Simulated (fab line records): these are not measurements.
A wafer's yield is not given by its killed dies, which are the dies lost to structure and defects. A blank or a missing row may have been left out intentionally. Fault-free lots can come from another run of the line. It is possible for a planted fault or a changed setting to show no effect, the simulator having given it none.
fab line records ; flow gf180mcu
record: lots: 13; wafers: 39; last_day: 34
route steps=602 shown STI@1 LVPWELL@64 MVSD@76 VT_IMPLANT@122 SALICIDE@284
lots untouched by any fault: they come from a run of this same line in which no faults occurred
start_h: hours from the record's opening day to when the first of the lot's shown wafers began ; wait_h: hours since the lot's step before ; " repeats the value in the row above ; L1.1+2: a row that stands for several wafers ; - no value, or no start given ; * or withheld: withheld ; < > ~ a bound
route shown NAME@n: names a module that has steps shown in the file, with the first one's number in the route ; usual: average and standard deviation across the fault-free wafers ; same: alike in all rows ; chamber/n: place in a boat ; sites: per-site readings ; _std_site: standard deviation of those values ; _edge_site: mean of outer sites minus mean of inner sites ; radius_mm: for every site, how far away it sits from the centre of the wafer ; mask NAME#n: copy n ; behind: the most recent tool/chamber to have shaped the wafer ; hold: cause of the lot's hold/its duration in hours/its outcome ; device: transistor that didn't switch, given as n, p or np ; end of line: the same wafers' tests at the end of the route ; where a step has no rows: the recipe by itself ; killed: not the wafer's yield, but the dies lost to structure and defects at the first sort ; map: a wafer's dies, marking killed ones x, the rest . and places with no die _
set.NAME: setting as actually run; set.NAME@STEP: the setting as run at that earlier step ; model.NAME: the simulator's own value behind a step, which no gauge read
route steps across a sampled set of lots; one table per step, one row per wafer
services: when a tool's chamber went out of use (start_h, in hours from the record's first day, below 0 if earlier), for how many hours, and the reason
== steps ==
step: GF_STI_BOW_MEAS_00
recipe: mode: bow
usual: INCOMING_BOW: 0/6.5
lot.wafer;tool;chamber;start_h;wait_h;INCOMING_BOW[um]
L306.1;film_metro-04;-;10.00;-;-6
L306.4;film_metro-04;-;10.00;-;-3
L306.5;film_metro-04;-;10.00;-;8
L307.2;film_metro-01;-;15.02;-;7
L307.3;film_metro-01;-;15.02;-;7
L307.6;film_metro-01;-;15.02;-;6
L309.1;film_metro-01;-;25.00;-;-2
L309.3;film_metro-01;-;25.00;-;-1
L309.6;film_metro-01;-;25.00;-;10
L311.2;film_metro-01;-;35.02;-;7
L311.4;film_metro-01;-;35.02;-;2
L311.5;film_metro-01;-;35.02;-;8
L312.3;film_metro-04;-;40.04;-;-1
L312.5;film_metro-04;-;40.04;-;-7
L312.6;film_metro-04;-;40.04;-;-7
L313.3;film_metro-04;-;45.04;-;-4
L313.4;film_metro-04;-;45.04;-;-4
L313.5;film_metro-04;-;45.04;-;5
L314.2;film_metro-03;-;50.02;-;-11
L314.4;film_metro-03;-;50.02;-;-1
L314.6;film_metro-03;-;50.02;-;12
L315.2;film_metro-03;-;55.02;-;-11
L315.3;film_metro-03;-;55.02;-;-2
L315.5;film_metro-03;-;55.02;-;-6
L317.1;film_metro-03;-;65.00;-;0
L317.3;film_metro-03;-;65.00;-;-7
L317.6;film_metro-03;-;65.00;-;6
L318.3;film_metro-03;-;70.04;-;8
L318.4;film_metro-03;-;70.04;-;-4
L318.5;film_metro-03;-;70.04;-;-13
L327.1;film_metro-01;-;115.00;-;5
L327.5;film_metro-01;-;115.00;-;3
L327.6;film_metro-01;-;115.00;-;-2
L328.2;film_metro-03;-;120.04;-;-17
L328.3;film_metro-03;-;120.04;-;7
L328.4;film_metro-03;-;120.04;-;13
L329.1;film_metro-04;-;125.00;-;0
L329.4;film_metro-04;-;125.00;-;5
L329.5;film_metro-04;-;125.00;-;-6
step: GF_LVPWELL_STRIP_10
recipe: chemistry: O2/N2; power_w: 1400; pressure_mtorr: 1500; platen_temp_c: 250; o2_flow_sccm: 3000; n2_flow_sccm: 300; overash_fraction: 0.5
usual: drypump_motor_current_A: 5.9/0.48; heater_power_w: 316/21; oes_product_au: 0.722/0.005; strip_time_to_endpoint_s: 36.99/0.099
lot.wafer;tool;chamber;start_h;wait_h;drypump_motor_current_A;heater_power_w;oes_product_au;rf_hours_counter_h;strip_time_to_endpoint_s
L306.1;plasma_asher-04;1;79.38;0.1;5.1;281;0.732;44;36.95
L306.4;plasma_asher-04;0;79.38;0.1;6.1;329;0.724;-;36.91
L306.5;plasma_asher-04;1;79.38;0.1;5.2;275;0.721;-;36.86
L307.2;plasma_asher-03;1;87.64;0.1;6.0;328;0.726;28;36.85
L307.3;plasma_asher-03;0;87.64;0.1;6.4;335;0.729;-;36.87
L307.6;plasma_asher-03;1;87.64;0.1;6.1;321;0.721;-;36.94
L309.1;plasma_asher-03;1;90.94;0.1;6.0;328;0.717;29;37.16
L309.3;plasma_asher-03;1;90.94;0.1;6.0;331;0.713;-;37.09
L309.6;plasma_asher-03;1;90.94;0.1;6.1;331;0.725;-;37.03
L311.2;plasma_asher-04;0;95.74;0.1;6.1;327;0.716;45;37.05
L311.4;plasma_asher-04;0;95.74;0.1;6.1;314;0.724;-;37.03
L311.5;plasma_asher-04;0;95.74;0.1;6.1;316;0.724;-;37.03
L312.3;plasma_asher-03;1;105.56;0.1;6.0;327;0.730;-;36.83
L312.5;plasma_asher-03;0;105.56;0.1;6.5;341;0.725;-;36.95
L312.6;plasma_asher-03;1;105.56;0.1;6.1;325;0.716;-;36.93
L313.3;plasma_asher-03;0;110.66;0.1;6.5;328;0.729;-;36.98
L313.4;plasma_asher-03;1;110.66;0.1;6.0;327;0.725;-;37.02
L313.5;plasma_asher-03;0;110.66;0.1;6.5;335;0.717;-;36.95
L314.2;plasma_asher-03;0;114.29;0.1;6.5;338;0.727;33;37.17
L314.4;plasma_asher-03;0;114.29;0.1;6.5;336;0.719;-;37.07
L314.6;plasma_asher-03;0;114.29;0.1;6.5;334;0.725;-;37.14
L315.2;plasma_asher-04;1;118.94;0.1;5.1;276;0.721;48;37.01
L315.3;plasma_asher-04;0;118.94;0.1;6.1;318;0.734;-;37.02
L315.5;plasma_asher-04;0;118.94;0.1;6.1;317;0.730;-;36.98
L317.1;plasma_asher-04;0;131.74;0.1;6.1;326;0.724;50;36.91
L317.3;plasma_asher-04;1;131.74;0.1;5.1;283;0.724;-;36.92
L317.6;plasma_asher-04;1;131.74;0.1;5.1;289;0.724;-;36.98
L318.3;plasma_asher-03;0;137.12;0.1;6.5;340;0.936;-;-
L318.4;plasma_asher-03;1;137.12;0.1;6.0;324;0.940;-;-
L318.5;plasma_asher-03;1;137.12;0.1;6.0;322;0.933;-;-
L327.1;plasma_asher-03;1;190.37;0.1;6.1;323;0.726;42;37.04
L327.5;plasma_asher-03;0;190.37;0.1;6.5;344;0.717;-;37.13
L327.6;plasma_asher-03;1;190.37;0.1;6.0;323;0.719;-;37.12
L328.2;plasma_asher-01;0;192.27;0.1;5.9;327;0.725;40;36.98
L328.3;plasma_asher-01;0;192.27;0.1;5.9;333;0.726;-;36.96
L328.4;plasma_asher-01;1;192.27;0.1;5.4;313;0.723;-;37.07
L329.1;plasma_asher-04;0;196.87;0.1;6.1;318;0.724;57;37.07
L329.4;plasma_asher-04;1;196.87;0.1;5.1;274;0.726;-;36.97
L329.5;plasma_asher-04;0;196.87;0.1;6.1;328;0.709;-;37.05
step: GF_MVSD_STRIP_10
recipe: chemistry: O2/N2; power_w: 1400; pressure_mtorr: 1500; platen_temp_c: 250; o2_flow_sccm: 3000; n2_flow_sccm: 300; overash_fraction: 0.5
usual: drypump_motor_current_A: 5.7/0.31; heater_power_w: 321/23; oes_product_au: 0.722/0.0044; strip_time_to_endpoint_s: 36.94/0.13
lot.wafer;tool;chamber;start_h;wait_h;drypump_motor_current_A;heater_power_w;oes_product_au;rf_hours_counter_h;strip_time_to_endpoint_s
L306.1;plasma_asher-02;1;92.98;0.1;5.7;357;0.722;51;36.96
L306.4;plasma_asher-02;1;92.98;0.1;5.7;349;0.720;-;36.89
L306.5;plasma_asher-02;0;92.98;0.1;6.0;332;0.724;-;36.92
L307.2;plasma_asher-04;0;101.14;0.1;6.1;310;0.724;46;36.90
L307.3;plasma_asher-04;1;101.14;0.1;5.1;287;0.720;-;36.85
L307.6;plasma_asher-04;0;101.14;0.1;6.1;307;0.729;-;36.85
L309.1;plasma_asher-02;0;105.09;0.1;6.0;325;0.726;53;36.84
L309.3;plasma_asher-02;0;105.09;0.1;5.9;322;0.728;-;36.92
L309.6;plasma_asher-02;1;105.09;0.1;5.7;365;0.727;-;36.80
L311.2;plasma_asher-04;0;110.27;0.1;6.1;318;0.721;47;37.00
L311.4;plasma_asher-04;1;110.27;0.1;5.1;281;0.724;-;36.94
L311.5;plasma_asher-04;0;110.27;0.1;6.1;314;0.723;-;36.91
L312.3;plasma_asher-02;1;120.52;0.1;5.7;343;0.727;-;37.02
L312.5;plasma_asher-02;1;120.52;0.1;5.7;349;0.723;-;36.99
L312.6;plasma_asher-02;0;120.52;0.1;5.9;299;0.721;-;37.02
L313.3;plasma_asher-04;1;125.87;0.1;5.1;283;0.713;-;36.87
L313.4;plasma_asher-04;0;125.87;0.1;6.1;324;0.725;-;36.77
L313.5;plasma_asher-04;1;125.87;0.1;5.1;279;0.718;-;36.78
L314.2;plasma_asher-02;0;129.19;0.1;6.0;316;0.720;2;36.79
L314.4;plasma_asher-02;0;129.19;0.1;6.0;303;0.724;-;36.91
L314.6;plasma_asher-02;0;129.19;0.1;5.9;307;0.722;-;36.96
L315.2;plasma_asher-02;0;134.24;0.1;5.9;312;0.728;2;36.84
L315.3;plasma_asher-02;0;134.24;0.1;5.9;307;0.720;-;36.94
L315.5;plasma_asher-02;1;134.24;0.1;5.7;349;0.717;-;36.95
L317.1;plasma_asher-01;1;146.59;0.1;5.3;303;0.720;36;36.87
L317.3;plasma_asher-01;0;146.59;0.1;5.9;330;0.727;-;36.91
L317.6;plasma_asher-01;0;146.59;0.1;5.9;324;0.723;-;37.02
L318.3;plasma_asher-02;1;152.71;0.1;5.7;350;0.729;-;58.82
L318.4;plasma_asher-02;0;152.71;0.1;6.0;307;0.735;-;58.87
L318.5;plasma_asher-02;0;152.71;0.1;6.0;312;0.733;-;58.80
L327.1;plasma_asher-02;0;207.59;0.1;6.0;298;0.724;10;37.12
L327.5;plasma_asher-02;0;207.59;0.1;6.0;307;0.727;-;37.08
L327.6;plasma_asher-02;1;207.59;0.1;5.7;348;0.727;-;37.13
L328.2;plasma_asher-02;1;209.59;0.1;5.7;352;0.723;10;37.00
L328.3;plasma_asher-02;0;209.59;0.1;6.0;313;0.716;-;36.99
L328.4;plasma_asher-02;1;209.59;0.1;5.7;347;0.728;-;36.82
L329.1;plasma_asher-02;0;214.43;0.1;6.0;318;0.719;11;36.88
L329.4;plasma_asher-02;0;214.43;0.1;6.0;309;0.725;-;36.92
L329.5;plasma_asher-02;0;214.43;0.1;6.0;303;0.726;-;36.83
step: GF_MVSD_TW_MEAS_11
usual: MVSD_TW: 1568/15
lot.wafer;tool;chamber;start_h;wait_h;MVSD_TW
L306.1;film_metro-02;-;93.08;0.1;1569
L306.4;film_metro-02;-;93.08;0.1;1563
L306.5;film_metro-02;-;93.08;0.1;1553
L307.2;film_metro-02;-;101.25;0.1;1545
L307.3;film_metro-02;-;101.25;0.1;1534
L307.6;film_metro-02;-;101.25;0.1;1546
L309.1;film_metro-02;-;105.19;0.1;1554
L309.3;film_metro-02;-;105.19;0.1;1549
L309.6;film_metro-02;-;105.19;0.1;1546
L311.2;film_metro-03;-;110.38;0.1;1583
L311.4;film_metro-03;-;110.38;0.1;1581
L311.5;film_metro-03;-;110.38;0.1;1580
L312.3;film_metro-04;-;120.61;0.1;1578
L312.5;film_metro-04;-;120.61;0.1;1581
L312.6;film_metro-04;-;120.61;0.1;1587
L313.3;film_metro-02;-;125.96;0.1;1544
L313.4;film_metro-02;-;125.96;0.1;1556
L313.5;film_metro-02;-;125.96;0.1;1552
L314.2;film_metro-03;-;129.30;0.1;1570
L314.4;film_metro-03;-;129.30;0.1;1577
L314.6;film_metro-03;-;129.30;0.1;1573
L315.2;film_metro-03;-;134.35;0.1;1567
L315.3;film_metro-03;-;134.35;0.1;1572
L315.5;film_metro-03;-;134.35;0.1;1571
L317.1;film_metro-03;-;146.69;0.1;1587
L317.3;film_metro-03;-;146.69;0.1;1580
L317.6;film_metro-03;-;146.69;0.1;1574
L318.3;film_metro-03;-;152.79;0.1;30
L318.4;film_metro-03;-;152.79;0.1;30
L318.5;film_metro-03;-;152.79;0.1;30
L327.1;film_metro-03;-;207.69;0.1;1577
L327.5;film_metro-03;-;207.69;0.1;1586
L327.6;film_metro-03;-;207.69;0.1;1584
L328.2;film_metro-02;-;209.70;0.1;1557
L328.3;film_metro-02;-;209.70;0.1;1573
L328.4;film_metro-02;-;209.70;0.1;1555
L329.1;film_metro-03;-;214.53;0.1;1588
L329.4;film_metro-03;-;214.53;0.1;1592
L329.5;film_metro-03;-;214.53;0.1;1583
step: GF_VT_IMPLANT_TW_MEAS_32
usual: VT_IMPLANT_3_TW: 268.3/2.2
lot.wafer;tool;chamber;start_h;wait_h;VT_IMPLANT_3_TW
L306.1;film_metro-01;-;152.89;0.1;268.6
L306.4;film_metro-01;-;152.89;0.1;268.9
L306.5;film_metro-01;-;152.89;0.1;270.0
L307.2;film_metro-02;-;161.35;0.1;263.1
L307.3;film_metro-02;-;161.35;0.1;262.0
L307.6;film_metro-02;-;161.35;0.1;262.7
L309.1;film_metro-04;-;165.67;0.1;268.7
L309.3;film_metro-04;-;165.67;0.1;270.3
L309.6;film_metro-04;-;165.67;0.1;268.6
L311.2;film_metro-01;-;171.10;0.1;269.1
L311.4;film_metro-01;-;171.10;0.1;268.1
L311.5;film_metro-01;-;171.10;0.1;268.7
L312.3;film_metro-02;-;182.51;0.1;262.8
L312.5;film_metro-02;-;182.51;0.1;264.4
L312.6;film_metro-02;-;182.51;0.1;264.3
L313.3;film_metro-01;-;189.11;0.1;267.8
L313.4;film_metro-01;-;189.11;0.1;270.1
L313.5;film_metro-01;-;189.11;0.1;268.8
L314.2;film_metro-01;-;192.45;0.1;266.8
L314.4;film_metro-01;-;192.45;0.1;266.8
L314.6;film_metro-01;-;192.45;0.1;268.9
L315.2;film_metro-04;-;198.93;0.1;269.9
L315.3;film_metro-04;-;198.93;0.1;268.3
L315.5;film_metro-04;-;198.93;0.1;268.6
L317.1;film_metro-04;-;213.04;0.1;269.7
L317.3;film_metro-04;-;213.04;0.1;268.8
L317.6;film_metro-04;-;213.04;0.1;268.7
L318.3;film_metro-01;-;219.51;0.1;267.6
L318.4;film_metro-01;-;219.51;0.1;267.3
L318.5;film_metro-01;-;219.51;0.1;267.4
L327.1;film_metro-04;-;282.82;0.1;271.1
L327.5;film_metro-04;-;282.82;0.1;270.6
L327.6;film_metro-04;-;282.82;0.1;270.2
L328.2;film_metro-01;-;284.10;0.1;271.5
L328.3;film_metro-01;-;284.10;0.1;271.2
L328.4;film_metro-01;-;284.10;0.1;270.6
L329.1;film_metro-02;-;291.34;0.1;264.9
L329.4;film_metro-02;-;291.34;0.1;264.9
L329.5;film_metro-02;-;291.34;0.1;264.2
step: GF_SALICIDE_RTA_06
recipe: temp_c: 530; time_s: 30; ambient: N2
usual: lamp_power_pct: 6.20/0.099; wafer_temp_C_max: 533.4/0.87
lot.wafer;tool;chamber;start_h;wait_h;lamp_power_pct;wafer_temp_C_max
L306.1;rtp_anneal-02;0;352.57;0.1;6.12;533.5
L306.4;rtp_anneal-02;0;352.57;0.1;6.11;534.9
L306.5;rtp_anneal-02;0;352.57;0.1;6.13;534.2
L307.2;rtp_anneal-02;0;364.35;0.1;6.11;533.0
L307.3;rtp_anneal-02;0;364.35;0.1;6.12;533.2
L307.6;rtp_anneal-02;0;364.35;0.1;6.12;533.4
L309.1;rtp_anneal-02;0;372.77;0.1;6.13;533.6
L309.3;rtp_anneal-02;0;372.77;0.1;6.12;534.7
L309.6;rtp_anneal-02;0;372.77;0.1;6.11;534.8
L311.2;rtp_anneal-02;0;377.55;0.1;6.12;532.6
L311.4;rtp_anneal-02;0;377.55;0.1;6.12;533.9
L311.5;rtp_anneal-02;0;377.55;0.1;6.11;534.8
L312.3;rtp_anneal-02;0;393.22;0.1;6.13;534.2
L312.5;rtp_anneal-02;0;393.22;0.1;6.12;533.5
L312.6;rtp_anneal-02;0;393.22;0.1;6.12;535.5
L313.3;rtp_anneal-02;0;400.78;0.1;6.13;533.9
L313.4;rtp_anneal-02;0;400.78;0.1;6.12;534.0
L313.5;rtp_anneal-02;0;400.78;0.1;6.12;532.5
L314.2;rtp_anneal-02;0;408.59;0.1;6.11;535.0
L314.4;rtp_anneal-02;0;408.59;0.1;6.11;533.7
L314.6;rtp_anneal-02;0;408.59;0.1;6.12;534.0
L315.2;rtp_anneal-01;0;412.68;0.1;6.33;533.2
L315.3;rtp_anneal-01;0;412.68;0.1;6.33;532.8
L315.5;rtp_anneal-01;0;412.68;0.1;6.31;532.3
L317.1;rtp_anneal-02;0;440.33;0.1;6.11;534.9
L317.3;rtp_anneal-02;0;440.33;0.1;6.11;534.4
L317.6;rtp_anneal-02;0;440.33;0.1;6.13;533.3
L318.3;rtp_anneal-01;0;446.37;0.1;6.33;532.2
L318.4;rtp_anneal-01;0;446.37;0.1;6.33;532.7
L318.5;rtp_anneal-01;0;446.37;0.1;6.32;532.7
L327.1;rtp_anneal-01;0;521.43;0.1;6.32;531.9
L327.5;rtp_anneal-01;0;521.43;0.1;6.32;532.4
L327.6;rtp_anneal-01;0;521.43;0.1;6.33;533.2
L328.2;rtp_anneal-01;0;526.12;0.1;6.33;532.5
L328.3;rtp_anneal-01;0;526.12;0.1;6.33;533.3
L328.4;rtp_anneal-01;0;526.12;0.1;6.32;532.9
L329.1;rtp_anneal-01;0;534.44;0.1;6.32;532.7
L329.4;rtp_anneal-01;0;534.44;0.1;6.32;532.7
L329.5;rtp_anneal-01;0;534.44;0.1;6.32;532.5
== services ==
tool;chamber;start_h;hours;kind
plasma_asher-02;-;55.97;4.1;repair
plasma_asher-03;-;68.86;8.2;repair
plasma_asher-03;-;80.43;2.8;pm
plasma_asher-04;-;80.92;12.5;repair
plasma_asher-02;-;108.75;9.0;pm
plasma_asher-03;-;125.28;0.7;repair
rtp_anneal-01;-;125.47;1.1;pm
plasma_asher-04;-;126.70;1.3;repair
plasma_asher-02;-;147.51;2.6;repair
rtp_anneal-02;-;154.35;4.7;pm
plasma_asher-03;-;177.88;2.0;repair
plasma_asher-04;-;190.15;0.7;repair
plasma_asher-03;-;208.36;0.5;repair
plasma_asher-03;-;213.73;0.3;repair
plasma_asher-04;-;213.96;2.2;repair
plasma_asher-04;-;238.04;0.6;repair
plasma_asher-03;-;246.89;0.9;repair
plasma_asher-02;-;285.41;55.8;repair
plasma_asher-04;-;301.38;4.3;pm
rtp_anneal-01;-;365.47;4.3;pm
plasma_asher-04;-;421.25;9.0;pm
plasma_asher-02;-;476.46;0.6;repair
plasma_asher-02;-;478.88;2.8;pm
plasma_asher-02;-;484.06;7.2;repair
== key ==
first_sign: step: GF_LVPWELL_STRIP_10; reading: oes_product_au; direction: up; sigmas: 43; usual: 0.722; struck: 0.936
effect: step: GF_MVSD_STRIP_10; reading: strip_time_to_endpoint_s; direction: up; sigmas: 99+; usual: *; struck: *
effect: step: GF_MVSD_TW_MEAS_11; reading: MVSD_TW; direction: down; sigmas: 99+; usual: 1568; struck: 30
met_at GF_LVPWELL_STRIP_10
struck_lots L318
sort_left_out L318.3,L318.4,L318.5
tester_left_out L318
not_acting_at GF_STI_BOW_MEAS_00,GF_VT_IMPLANT_TW_MEAS_32,GF_SALICIDE_RTA_06
onset_between 114.29 137.12
fault: kind: strip_aborted; tool: plasma_asher-03; chamber: -; onset_h: 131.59; steps: GF_LVPWELL_STRIP_10; offset: 0.72976; end_h: 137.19
tester_left_out: of these lots the tester's yield and bins aren't shown, on N5 and GAA mostly nor the transistor test; their killed dies are dies lost to structure and defects alone, not to doping, threshold or leakage, so they don't give the yield
sort_left_out: the simulated sort isn't trusted on such a fault, so these wafers' sort isn't shown, and their yield isn't known
